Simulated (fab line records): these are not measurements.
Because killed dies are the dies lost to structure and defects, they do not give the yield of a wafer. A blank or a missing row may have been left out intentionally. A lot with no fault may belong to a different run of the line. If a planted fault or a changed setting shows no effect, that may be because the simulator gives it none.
fab line records	flow sky130
record: lots: 7	wafers: 21	lastDay: 50
route steps=708 shown VIA4@640 PAD_OPEN@708
lots that met no fault: from a run of the same line without faults
startH: the number of hours between the record's first day and the start of the first shown wafer of the lot	waitH: how many hours have passed since the lot's step before this one	" unchanged from the row above	L1.1+2: a row that stands for several wafers	- either no value or no given start	* or withheld: withheld	< > ~ a bound
route shown NAME@n: a module of which the file shows steps, and the number in the route of the first	usual: mean and standard deviation over wafers with no fault	same: alike in all rows	chamber/n: place in a boat	sites: readings site by site	_std_site: the standard deviation of these	_edge_site: inner sites' mean taken away from outer sites' mean	radiusMm: how far each site lies from the wafer's centre	mask NAME#n: copy n	behind: the tool/chamber that last shaped the wafer	hold: cause of the lot's hold/its duration in hours/its outcome	device: the transistor (n, p or np) that didn't switch	end of line: at the end of the route, the tests of the same wafers	step lacking rows: just its recipe	killed: dies lost to structure and defects at the first sort, not the wafer's yield	map: a wafer's dies, marking killed ones x, the rest . and places with no die _
set.NAME: setting as actually run; set.NAME@STEP: the setting as run at that earlier step	model.NAME: the simulator's own value behind a step, which no gauge read
lots seen at some steps along the route; tables by step, rows by wafer
services: a tool's chamber out of use, with start hour (startH, from the record's first day; less than 0 if before it), hours out, and reason
== steps ==
step: SKY_VIA4_THK_MEAS_01
recipe: reads: SiO2_of_VIA4_HDPCVD_00
usual: VIA4_HDPCVD_THK: 1763/18
lot.wafer	tool	chamber	startH	waitH	VIA4_HDPCVD_THK[nm]
L662.2	filmMetro-02	-	1034.59	0.1	1738
L662.3	"	-	"	"	1754
L662.5	"	-	"	"	1737
L669.1	filmMetro-03	-	1050.80	0.1	1773
L669.2	"	-	"	"	1777
L669.3	"	-	"	"	1759
L668.2	filmMetro-02	-	1050.83	0.1	1783
L668.5	"	-	"	"	1767
L668.6	"	-	"	"	1775
L677.1	filmMetro-03	-	1107.49	0.1	1760
L677.3	"	-	"	"	1762
L677.5	"	-	"	"	1732
L678.2	filmMetro-02	-	1109.71	0.1	1744
L678.4	"	-	"	"	1743
L678.6	"	-	"	"	1724
L680.1	filmMetro-02	-	1120.65	0.1	1761
L680.3	"	-	"	"	1773
L680.6	"	-	"	"	1765
L681.2	filmMetro-04	-	1126.20	0.1	1775
L681.4	"	-	"	"	1764
L681.5	"	-	"	"	1738
step: SKY_VIA4_CMP_02
recipe: material: SiO2	downForcePsi: 4	platenRpm: 60	padVelocityMS: 0.94248
usual: motorCurrentA: 12.0/1.7
lot.wafer	tool	chamber	startH	waitH	motorCurrentA
L662.3	cmp-01	1	1034.64	0.0	11.3
L662.2	"	2	"	"	14.4
L662.5	"	2	"	"	14.3
L669.1	cmp-01	2	1054.96	4.1	14.5
L669.3	"	3	"	"	13.6
L669.2	"	0	"	"	10.9
L668.2	cmp-02	3	1055.18	4.3	12.5
L668.6	"	0	"	"	11.3
L668.5	"	1	"	"	10.1
L677.3	cmp-01	0	1107.55	0.0	10.9
L677.1	"	1	"	"	10.9
L677.5	"	1	"	"	10.3
L678.4	cmp-01	0	1109.76	0.0	10.9
L678.2	"	2	"	"	14.9
L678.6	"	1	"	"	11.3
L680.1	cmp-01	3	1120.76	0.1	13.6
L680.3	"	0	"	"	11.5
L680.6	"	2	"	"	15.1
L681.4	cmp-01	2	1126.35	0.1	15.8
L681.2	"	3	"	"	12.8
L681.5	"	0	"	"	11.0
step: SKY_VIA4_BOW_MEAS_03
recipe: mode: bow
usual: VIA4_BOW: 80/8.8
lot.wafer	tool	chamber	startH	waitH	VIA4_BOW[um]
L662.2	filmMetro-04	-	1034.96	0.2	69
L662.3	"	-	"	"	70
L662.5	"	-	"	"	81
L669.1	filmMetro-04	-	1055.23	0.2	84
L669.2	"	-	"	"	80
L669.3	"	-	"	"	85
L668.2	filmMetro-02	-	1055.36	0.1	93
L668.5	"	-	"	"	81
L668.6	"	-	"	"	85
L677.1	filmMetro-03	-	1107.85	0.2	82
L677.3	"	-	"	"	66
L677.5	"	-	"	"	79
L678.2	filmMetro-02	-	1110.09	0.2	72
L678.4	"	-	"	"	74
L678.6	"	-	"	"	83
L680.1	filmMetro-02	-	1121.01	0.2	64
L680.3	"	-	"	"	63
L680.6	"	-	"	"	73
L681.2	filmMetro-04	-	1126.57	0.1	90
L681.4	"	-	"	"	94
L681.5	"	-	"	"	83
step: SKY_VIA4_DEHYDRATE_04
recipe: tempC: 200	timeS: 60
step: SKY_VIA4_HMDS_05
recipe: primeTimeS: 60	primeTempC: 120
step: SKY_VIA4_COAT_06
recipe: resist: NOVOLAK	spinRpm: 3000	resistThkNm: 1140
step: SKY_VIA4_SOFTBAKE_07
recipe: tempC: 90	timeS: 60	resist: NOVOLAK
step: SKY_VIA4_EXPOSE_08
recipe: maskId: VIM4	na: 0.6	sourceShape: conventional	sigmaOuter: 0.6	polarization: unpolarized	targetCdNm: 800	doseMj: 132
step: SKY_VIA4_PEB_09
recipe: tempC: withheld	timeS: *	resist: NOVOLAK
step: SKY_VIA4_DEVELOP_10
recipe: resist: NOVOLAK	developer: TMAH	developTimeS: 60	devTempC: 23
step: SKY_VIA4_OVL_MEAS_11
usual: VIA4_OVL: -0.1/1.3
lot.wafer	tool	chamber	startH	waitH	VIA4_OVL[nm]
L662.2	overlay-02	-	1055.85	0.1	3.2
L662.3	"	-	"	"	1.4
L662.5	"	-	"	"	1.8
L669.1	overlay-01	-	1075.05	0.1	-0.8
L669.2	"	-	"	"	1.5
L669.3	"	-	"	"	1.4
L668.2	overlay-02	-	1075.49	0.1	0.3
L668.5	"	-	"	"	-0.2
L668.6	"	-	"	"	1.9
L677.1	overlay-02	-	1128.40	0.1	-1.3
L677.3	"	-	"	"	1.9
L677.5	"	-	"	"	1.7
L678.2	overlay-02	-	1130.40	0.1	0.9
L678.4	"	-	"	"	0.8
L678.6	"	-	"	"	0.0
L680.1	overlay-01	-	1140.49	0.1	0.5
L680.3	"	-	"	"	-0.6
L680.6	"	-	"	"	1.1
L681.2	overlay-01	-	1145.90	0.1	-1.7
L681.4	"	-	"	"	-1.4
L681.5	"	-	"	"	-1.6
step: SKY_VIA4_ETCH_12
recipe: target: SiO2	chemistry: C4F8/O2/Ar	stopOn: TiN	maskMaterial: NOVOLAK	sourceW: 1500	biasW: 1200	pressureMtorr: 40	c4f8FlowSccm: withheld	O2_flow_sccm: 6	Ar_flow_sccm: 300	timeS: withheld	targetDepthA: 5800
usual: oesProductAu: 0.925/0.0048
lot.wafer	tool	chamber	startH	waitH	oesProductAu
L662.2	rieDiel-04	1	1055.88	0.0	0.928
L662.3	"	0	"	"	0.924
L662.5	"	0	"	"	0.922
L669.1	rieDiel-02	2	1075.08	0.0	0.926
L669.2	"	1	"	"	0.924
L669.3	"	3	"	"	0.920
L668.2	rieDiel-03	0	1075.52	0.0	0.922
L668.5	"	0	"	"	0.924
L668.6	"	3	"	"	0.921
L677.1	rieDiel-04	0	1128.43	0.0	0.935
L677.3	"	2	"	"	0.933
L677.5	"	2	"	"	0.931
L678.2	rieDiel-03	1	1130.43	0.0	0.925
L678.4	"	2	"	"	0.929
L678.6	"	0	"	"	0.926
L680.1	rieDiel-02	1	1140.53	0.0	0.926
L680.3	"	2	"	"	0.923
L680.6	"	2	"	"	0.927
L681.2	rieDiel-03	2	1145.93	0.0	0.922
L681.4	"	3	"	"	0.919
L681.5	"	2	"	"	0.924
step: SKY_VIA4_STRIP_13
recipe: chemistry: O2/N2	powerW: 1400	pressureMtorr: 1500	platenTempC: withheld	o2FlowSccm: 3000	n2FlowSccm: 300	overashFraction: 0.5
usual: chamberPressureMTorr: 1500.0/1.3	drypumpMotorCurrentA: 5.5/0.37	oesProductAu: 0.709/0.0053	stripTimeToEndpointS: 12.799/0.026
lot.wafer	tool	chamber	startH	waitH	chamberPressureMTorr	drypumpMotorCurrentA	oesProductAu	rfHoursCounterH	stripTimeToEndpointS	model.NOVOLAK_of_VIA4_COAT_06.thkNm
L662.2	plasmaAsher-04	0	1055.95	-	1500.6	5.9	0.717	93	12.779	0
L662.3	"	0	"	"	1501.9	5.8	0.717	-	12.834	0
L662.5	"	1	"	"	1499.2	5.7	0.708	-	12.783	0
L669.1	plasmaAsher-01	1	1075.16	-	1498.9	5.5	0.714	33	12.781	0
L669.2	"	0	"	"	1498.6	5.2	0.711	33	12.828	0
L669.3	"	1	"	"	1503.1	5.5	0.718	-	12.781	0
L668.2	plasmaAsher-04	0	1075.59	-	1500.0	5.9	0.708	96	12.852	0
L668.5	"	1	"	"	1499.9	5.7	0.716	-	12.790	0
L668.6	"	0	"	"	1499.2	5.9	0.706	-	12.765	0
L677.1	plasmaAsher-04	1	1128.51	-	-	-	-	-	-	1007
L677.3	"	1	"	"	-	-	-	-	-	1004
L677.5	"	0	"	"	-	-	-	-	-	1005
L678.2	plasmaAsher-04	0	1130.51	-	-	-	-	-	-	1007
L678.4	"	1	"	"	-	-	-	-	-	1005
L678.6	"	0	"	"	-	-	-	-	-	1009
L680.1	plasmaAsher-04	0	1140.60	-	-	-	-	-	-	1004
L680.3	"	0	"	"	-	-	-	-	-	1010
L680.6	"	0	"	"	-	-	-	-	-	1007
L681.2	plasmaAsher-01	1	1146.00	-	1500.6	5.5	0.705	39	12.777	0
L681.4	"	0	"	"	1502.1	5.3	0.714	-	12.796	0
L681.5	"	0	"	"	1500.6	5.2	0.712	-	12.805	0
step: SKY_VIA4_STRIP_14
recipe: chemistry: postEtchResidueRemover	timeS: 1200	tempC: 72.5
step: SKY_PAD_OPEN_PROBE_99
usual: defectLimitedYield: 82.5/1.9	killed_at_M0_to_M3: 42/6.4	killed_at_M4_up: 2.9/1.7	killedAtContacts: 25/5.2	killedAtFrontEnd: 16/4.4	killedAtOther: 0.4/0.65	killedDies: 86/9.2	killedOnRim: 17/3.9	killedOpen: 47/6.6	killedShort: 39/5.8	sort_bin_3_pad_short: 0.9/0.42	sort_bin_5_function: 10.4/1.5	sort_bin_6_memory: 6.3/1	sortNPass: 406/9.2	sortYieldPct: 82.5/1.9
same: grossDies: 492	killedAtBackSide: 0	sort_bin_4_leakage[%]: 0	sort_bin_8_speed[%]: 0
lot.wafer	tool	chamber	startH	waitH	hold	defectLimitedYield[%]	killed_at_M0_to_M3	killed_at_M4_up	killedAtContacts	killedAtFrontEnd	killedAtOther	killedDies	killedOnRim	killedOpen	killedShort	sort_bin_3_pad_short[%]	sort_bin_5_function[%]	sort_bin_6_memory[%]	sortNPass	sortYieldPct[%]
L662.2	prober-02	-	1124.21	0.1	-	84.1	42	1	22	13	0	78	11	44	34	0.2	9.3	6.3	414	84.1
L662.3	prober-02	-	1124.26	0.2	-	85.0	38	3	19	14	0	74	9	42	31	0.2	10.8	4.1	418	85.0
L662.5	prober-02	-	1124.36	0.2	-	79.5	61	2	19	19	0	101	24	55	46	1.6	10.8	8.1	391	79.5
L669.1	prober-02	-	1142.44	0.1	-	85.0	33	5	22	14	0	74	15	44	30	0.6	8.5	5.9	418	85.0
L669.2	prober-02	-	1142.49	0.1	-	79.9	52	4	26	17	0	99	19	58	41	0.8	12.4	6.9	393	79.9
L669.3	prober-02	-	1142.54	0.2	-	85.0	36	1	20	16	1	74	15	35	39	0.4	9.1	5.5	418	85.0
L668.2	prober-01	-	1142.49	0.1	-	81.1	43	2	26	22	0	93	20	49	44	0.8	10.8	7.3	399	81.1
L668.5	prober-01	-	1142.64	0.2	-	80.9	54	1	30	9	0	94	18	52	42	0.8	10.8	7.5	398	80.9
L668.6	prober-01	-	1142.69	0.2	-	81.5	45	2	30	13	1	91	24	53	38	1.4	11.0	6.1	401	81.5
L677.1	prober-01	-	1186.97	0.1	awaitDispo/2.1h/scrap	0.4	10	464	8	8	0	490	95	13	14	24.6	72.4	2.6	2	0.4
L677.3	prober-01	-	1187.07	0.2	awaitDispo/2.1h/scrap	0.4	13	469	6	2	0	490	95	15	6	25.4	71.3	2.8	2	0.4
L677.5	prober-01	-	1187.17	0.2	awaitDispo/2.1h/scrap	0.2	7	474	6	4	0	491	96	6	11	23.8	73.4	2.6	1	0.2
L678.2	prober-02	-	1188.32	0.1	awaitDispo/1.5h/scrap	0.4	8	476	3	3	0	490	95	7	7	26.4	69.7	3.5	2	0.4
L678.4	prober-02	-	1188.42	0.2	awaitDispo/1.5h/scrap	1.0	7	467	9	4	0	487	95	11	10	25.6	70.5	2.8	5	1.0
L678.6	prober-02	-	1188.52	0.2	awaitDispo/1.5h/scrap	0.6	10	470	4	5	0	489	95	11	10	25.4	72.2	1.8	3	0.6
L680.1	prober-01	-	1195.86	0.1	awaitDispo/2.5h/scrap	0.4	10	477	3	0	0	490	96	8	5	22.4	74.2	3.0	2	0.4
L680.3	prober-01	-	1195.96	0.2	awaitDispo/2.5h/scrap	0.8	3	476	7	2	0	488	96	11	2	22.2	74.0	3.0	4	0.8
L680.6	prober-01	-	1196.11	0.2	awaitDispo/2.5h/scrap	0.4	6	470	8	6	0	490	96	12	8	25.8	70.7	3.0	2	0.4
L681.2	prober-02	-	1202.06	0.1	-	82.1	46	4	21	17	0	88	25	43	45	1.0	10.4	6.5	404	82.1
L681.4	prober-02	-	1202.16	0.2	-	79.3	53	6	32	11	0	102	15	59	43	0.6	13.6	6.5	390	79.3
L681.5	prober-02	-	1202.21	0.2	-	80.9	50	5	26	13	0	94	22	51	43	1.4	12.0	5.7	398	80.9
killed by level:class
L662.2 CONTACT:geometricParticle:open=7 VIA2:geometricParticle:open=7 LI_CONTACT:geometricParticle:open=6 METAL2:geometricParticle:short=6 VIA3:geometricParticle:open=6 VIA1:geometricParticle:open=5 POLY_GATE:geometricParticle:short=4 SPACER:geometricParticle:short=4
L662.3 LI_CONTACT:geometricParticle:open=7 VIA1:geometricParticle:open=6 VIA2:geometricParticle:open=6 METAL1:geometricParticle:short=5 VIA3:geometricParticle:open=5 METAL3:geometricParticle:short=5 FIELD_ISO:geometricParticle:open=4 POLY_GATE:geometricParticle:open=4
L662.5 VIA1:geometricParticle:open=18 VIA3:geometricParticle:open=9 POLY_GATE:geometricParticle:open=6 POLY_GATE:geometricParticle:short=6 LI_CONTACT:geometricParticle:open=6 METAL1:geometricParticle:short=6 METAL3:geometricParticle:short=6 METAL2:geometricParticle:short=6
L669.1 CONTACT:geometricParticle:open=10 FIELD_ISO:geometricParticle:open=5 LI_CONTACT:geometricParticle:open=5 VIA1:geometricParticle:open=5 VIA2:geometricParticle:open=5 VIA3:geometricParticle:open=5 FIELD_ISO:geometricParticle:short=4 METAL1:geometricParticle:short=4
L668.2 LI_CONTACT:geometricParticle:open=10 VIA1:geometricParticle:open=8 POLY_GATE:geometricParticle:open=6 CONTACT:geometricParticle:open=6 VIA3:geometricParticle:short=6 VIA3:geometricParticle:open=6 FIELD_ISO:geometricParticle:short=5 FIELD_ISO:geometricParticle:open=5
L669.2 VIA1:geometricParticle:open=14 LI_CONTACT:geometricParticle:open=11 CONTACT:geometricParticle:open=8 VIA1:geometricParticle:short=8 VIA2:geometricParticle:open=6 FIELD_ISO:geometricParticle:open=5 METAL1:geometricParticle:short=5 METAL2:geometricParticle:short=5
L669.3 CONTACT:geometricParticle:open=8 VIA3:geometricParticle:open=6 VIA1:geometricParticle:open=6 POLY_GATE:geometricParticle:short=5 LI_CONTACT:geometricParticle:open=5 VIA1:geometricParticle:short=5 VIA2:geometricParticle:open=5 CONTACT:geometricParticle:short=4
L668.5 CONTACT:geometricParticle:open=11 CONTACT:geometricParticle:short=11 VIA1:geometricParticle:open=11 METAL1:geometricParticle:short=10 VIA2:geometricParticle:open=8 LI_CONTACT:geometricParticle:open=7 VIA1:geometricParticle:short=6 VIA3:geometricParticle:open=5
L668.6 VIA1:geometricParticle:open=13 VIA2:geometricParticle:open=10 CONTACT:geometricParticle:open=9 LI_CONTACT:geometricParticle:open=8 METAL1:geometricParticle:short=6 POLY_GATE:geometricParticle:open=4 LI_CONTACT:geometricParticle:short=4 LOCAL_INTERCONNECT:geometricParticle:short=4
L677.1 VIA4:plasmaStripResidue=463 POLY_GATE:geometricParticle:open=4 POLY_GATE:geometricParticle:short=3 LI_CONTACT:geometricParticle:open=3 CONTACT:geometricParticle:short=2 METAL1:geometricParticle:short=2 VIA1:geometricParticle:short=2 METAL3:geometricParticle:open=2
L677.3 VIA4:plasmaStripResidue=469 VIA1:geometricParticle:open=5 METAL1:geometricParticle:open=3 LI_CONTACT:geometricParticle:open=2 LOCAL_INTERCONNECT:geometricParticle:short=2 CONTACT:geometricParticle:open=2 METAL1:geometricParticle:short=2 FIELD_ISO:geometricParticle:short=1
L677.5 VIA4:plasmaStripResidue=474 VIA1:geometricParticle:open=3 CONTACT:geometricParticle:open=3 FIELD_ISO:geometricParticle:short=2 POLY_GATE:geometricParticle:short=2 VIA2:geometricParticle:short=1 LI_CONTACT:geometricParticle:short=1 LOCAL_INTERCONNECT:geometricParticle:short=1
L678.2 VIA4:plasmaStripResidue=476 VIA1:geometricParticle:open=4 LI_CONTACT:geometricParticle:short=2 METAL2:geometricParticle:short=2 SONOS_ONO:geometricParticle:open=1 POLY_GATE:geometricParticle:open=1 POLY_CUT:geometricParticle:short=1 LOCAL_INTERCONNECT:geometricParticle:open=1
L678.4 VIA4:plasmaStripResidue=466 CONTACT:geometricParticle:short=4 CONTACT:geometricParticle:open=3 FIELD_ISO:geometricParticle:open=2 VIA1:geometricParticle:short=2 VIA2:geometricParticle:short=2 VIA2:geometricParticle:open=2 FIELD_ISO:geometricParticle:short=1
L678.6 VIA4:plasmaStripResidue=468 CONTACT:geometricParticle:open=3 VIA1:geometricParticle:short=3 METAL2:geometricParticle:short=3 FIELD_ISO:geometricParticle:open=2 VIA1:geometricParticle:open=2 FIELD_ISO:geometricParticle:short=1 POLY_GATE:geometricParticle:short=1
L680.1 VIA4:plasmaStripResidue=477 VIA1:geometricParticle:open=3 VIA3:geometricParticle:open=3 VIA2:geometricParticle:short=2 LI_CONTACT:geometricParticle:short=1 VIA2:geometricParticle:open=1 CONTACT:geometricParticle:short=1 CONTACT:geometricParticle:open=1
L680.3 VIA4:plasmaStripResidue=475 CONTACT:geometricParticle:open=3 CONTACT:geometricParticle:short=2 VIA1:geometricParticle:open=2 FIELD_ISO:geometricParticle:open=1 SPACER:geometricParticle:open=1 LI_CONTACT:geometricParticle:open=1 VIA4:geometricParticle:open=1
L680.6 VIA4:plasmaStripResidue=470 LI_CONTACT:geometricParticle:open=3 POLY_GATE:geometricParticle:open=2 CONTACT:geometricParticle:open=2 VIA1:geometricParticle:short=2 VIA3:geometricParticle:open=2 FIELD_ISO:geometricParticle:short=1 POLY_GATE:geometricParticle:short=1
L681.2 VIA3:geometricParticle:open=9 METAL1:geometricParticle:short=8 CONTACT:geometricParticle:open=8 VIA1:geometricParticle:open=6 VIA1:geometricParticle:short=5 SPACER:geometricParticle:open=4 LI_CONTACT:geometricParticle:short=4 METAL2:geometricParticle:short=4
L681.4 CONTACT:geometricParticle:open=13 METAL1:geometricParticle:short=9 VIA1:geometricParticle:open=9 METAL2:geometricParticle:short=8 LI_CONTACT:geometricParticle:open=7 VIA2:geometricParticle:open=6 VIA3:geometricParticle:open=6 FIELD_ISO:geometricParticle:open=4
L681.5 VIA3:geometricParticle:open=13 VIA1:geometricParticle:open=9 METAL2:geometricParticle:short=9 LI_CONTACT:geometricParticle:open=8 CONTACT:geometricParticle:open=8 LOCAL_INTERCONNECT:geometricParticle:short=5 VIA2:geometricParticle:open=5 POLY_GATE:geometricParticle:short=4
map L677.5 (x killed, . not)
__________xxxxxxxxxx_________
________xxxxxxxxxxxxxx_______
______xxxxxxxxxxxxxxxxxx_____
_____xxxxxxxxxxxxxxxxxxxx____
____xxxxxxxxxxxxxxxxxxxxxx___
___xxxxxxxxxxxxxxxxxxxxxxxx__
__xxxxxxxxxxxxxxxxxxxxxxxxxx_
_xxxxxxxxxxxxxxxxxxxxxxxxxxxx
_xxxxxxxxxxxxxxxxxxxxxxxxxxxx
_xxxxxxxxxxxxxxxxxxxxxxxxxxxx
_xxxxxxxxxxxxxxxxxxxxxxxxxxxx
_xxxxxxxxxxxxxxxxxxxxxxxxxxxx
_xxxxxxxxxxxxxxxxxxxxxxxxxxxx
_xxxxxxxxxxxxxxxxxxxxxxxxxxxx
_xxxxxxxxxxxxxxxxxxxxxxxxxxxx
__xxxxxxxxxxxxxxxxxxxxxxxxxx_
___xxxxxxxxxxxxxxxxxxx.xxxx__
____xxxxxxxxxxxxxxxxxxxxxx___
_____xxxxxxxxxxxxxxxxxxxx____
______xxxxxxxxxxxxxxxxxx_____
________xxxxxxxxxxxxxx_______
__________xxxxxxxxxx_________
map L678.2 (x killed, . not)
__________xx.xxxxxxx_________
________xxxxxxxxxxxxxx_______
______xxxxxxxxxxxxxxxxxx_____
_____xxxxxxxxxxxxxxxxxxxx____
____xxxxxxxxxxxxxxxxxxxxxx___
___xxxxxxxxxxxxxxxxxxxxxxxx__
__xxxxxxxxxxxxxxxxxxxxxxxxxx_
_xxxxxxxxxxxxxxxxxxxxxxxxxxxx
_xxxxxxxxxxxxxxxxxxxxxxxxxxxx
_xxxxxxxxxxxxxxxxxxxxxxxxxxxx
_xxxxxxxxxxxxxxxxxxxxxxxxxxxx
_xxxxxxxxxxxxx.xxxxxxxxxxxxxx
_xxxxxxxxxxxxxxxxxxxxxxxxxxxx
_xxxxxxxxxxxxxxxxxxxxxxxxxxxx
_xxxxxxxxxxxxxxxxxxxxxxxxxxxx
__xxxxxxxxxxxxxxxxxxxxxxxxxx_
___xxxxxxxxxxxxxxxxxxxxxxxx__
____xxxxxxxxxxxxxxxxxxxxxx___
_____xxxxxxxxxxxxxxxxxxxx____
______xxxxxxxxxxxxxxxxxx_____
________xxxxxxxxxxxxxx_______
__________xxxxxxxxxx_________
== services ==
tool	chamber	startH	hours	kind
rieDiel-04	0	1011.08	1.6	repair
cmp-01	-	1016.77	4.9	pm
rieDiel-04	2	1024.76	9.5	repair
rieDiel-02	1	1028.34	-	clean
rieDiel-02	1	1028.34	22.8	scheduledDown
rieDiel-02	1	1028.34	22.8	ventCycle
rieDiel-03	1	1036.27	8.8	repair
cmp-02	-	1038.51	10.4	pm
cmp-02	-	1049.64	1.3	repair
rieDiel-02	3	1058.63	6.6	repair
cmp-01	-	1072.86	1.1	repair
cmp-01	-	1084.62	4.0	pm
cmp-01	-	1088.62	-	consumableReplace:conditioner
cmp-01	-	1088.62	-	consumableReplace:pad
cmp-02	-	1090.79	0.9	repair
rieDiel-04	-	1098.76	4.7	repair
rieDiel-03	1	1109.09	2.9	repair
rieDiel-04	0	1112.52	4.2	repair
cmp-01	-	1114.51	1.9	repair
rieDiel-02	-	1118.30	15.6	pm
cmp-02	-	1121.22	4.3	pm
rieDiel-03	-	1135.87	3.5	repair
plasmaAsher-04	-	1142.10	2.8	pm
== key ==
firstSign: step: SKY_VIA4_STRIP_13	reading: toolRecord	direction: missing
effect: step: SKY_PAD_OPEN_PROBE_99	reading: killed_at_M4_up	direction: up	sigmas: 99+	usual: 2.9	struck: 471.4
modelEffect: step: SKY_VIA4_STRIP_13	value: NOVOLAK_of_VIA4_COAT_06.thkNm	without: 0	struck: 1006
metAt SKY_VIA4_STRIP_13
struckWafers L677.1,L677.3,L677.5,L678.2,L678.4,L678.6,L680.1,L680.3,L680.6
laterRowsLeftOut L677.1,L677.3,L677.5,L678.2,L678.4,L678.6,L680.1,L680.3,L680.6
onsetBetween 1075.59 1128.51
fault: kind: skippedStepWhole	tool: plasmaAsher-04	chamber: -	onsetH: 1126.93	steps: SKY_VIA4_STRIP_13	scope: struckLotsOnly
laterRowsLeftOut: the simulator's readings of these wafers behind a module that went badly wrong aren't trusted and aren't shown, but for the sort
